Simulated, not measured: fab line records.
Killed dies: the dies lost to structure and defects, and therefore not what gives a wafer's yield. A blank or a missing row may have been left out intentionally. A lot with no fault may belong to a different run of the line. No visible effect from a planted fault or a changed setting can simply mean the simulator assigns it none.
Code-filled problem report in 8D (eight disciplines) form + flow sky130 + the parts of the form that need people (team, actions taken, sign-off) are left out

== 1. PROBLEM STATEMENT ==
Wafers without a fault read 7.498e+13, standard deviation 7e+10; dose-ions-cm2 at SKY_LDD_N_IMPLANT_09 reads a mean of 9.313e+13 on 6 wafers belonging to 2 lots. So: +99 or more standard deviations from the usual mean.
Earliest sighting: wafer L924.2 on implanter-04 at day 23 14:23. The record has a number at this step for 33 wafers belonging to 11 lots. Rule for "out", or "out of limits": more than 4 standard deviations from the usual mean. Any other wafer with a number is counted as sound.

== 2. WHAT THIS IS AND IS NOT ==
| question                    | is                                | is not                                                                    |
|-----------------------------|-----------------------------------|---------------------------------------------------------------------------|
| which readings at this step | dose-ions-cm2, faraday-current-uA | -                                                                         |
| which lots                  | L924, L926                        | L909, L910, L911, L913, L914, L916, L919, L930, L931                      |
| which wafers of those lots  | all that have a number            | -                                                                         |
| read on which tools         | implanter-04                      | implanter-02, implanter-03                                                |
| when                        | from day 23 14:23                 | up to then (21 sound wafers); but 6 sound wafers of L930, L931 came after |

== 3. SUSPECTS, AND WHAT RULES EACH OUT ==
Counting: a tool at a process step up to the reading stays a suspect if it ran every lot that is out and no sound lot after the first of them.
- implanter-04 at SKY_LDD_N_IMPLANT_09: kept. Every lot that is out went through it, starting with L924 (day 23 14:23), and after that it ran no sound lot; the last sound lot it ran before then is L919 (day 21 13:25). Its own readings are out on those wafers: dose-ions-cm2, faraday-current-uA.
Left after counting: implanter-04 at SKY_LDD_N_IMPLANT_09.

== 4. THE CAUSE (what the simulator had put in) ==
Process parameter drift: implanter-04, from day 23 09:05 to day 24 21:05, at SKY_LDD_N_IMPLANT_09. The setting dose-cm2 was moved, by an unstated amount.
Counting left only this tool.

== 5. SEQUENCE OF EFFECTS, ordered by route ==
Each row: a reading whose mean over the struck wafers that have a number lies more than 3 standard deviations from the usual. Readings are gone through only where the record gives a usual standard deviation; hours: the median, over the lots, of the time from a lot's start at the first step in this table giving one to that lot's start at this step; sigmas: the change measured in usual standard deviations.
| hours | step                 | reading                  | usual     | on struck wafers | change     | sigmas      |
|-------|----------------------|--------------------------|-----------|------------------|------------|-------------|
| 0     | SKY_LDD_N_IMPLANT_09 | beam-on-s                | 10.05 s   | 10.75            | +0.70      | +3.0        |
| 0     | SKY_LDD_N_IMPLANT_09 | dose-ions-cm2            | 7.498e+13 | 9.313e+13        | +1.815e+13 | +99 or more |
| 0     | SKY_LDD_N_IMPLANT_09 | faraday-current-uA       | 421       | 488              | +67        | +7.1        |
| 1     | SKY_LDD_N_STRIP_16   | strip-time-to-endpoint-s | 4.317 s   | 4.374            | +0.057     | +3.6        |
Process steps it contains:
- SKY_LDD_N_IMPLANT_09
- SKY_LDD_N_STRIP_16: strips in O2/N2.

== 6. WHAT WOULD HAVE CAUGHT IT SOONER ==
The fault began at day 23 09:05; the first out-of-limits reading in this record came at day 23 14:23, 5 hours later.
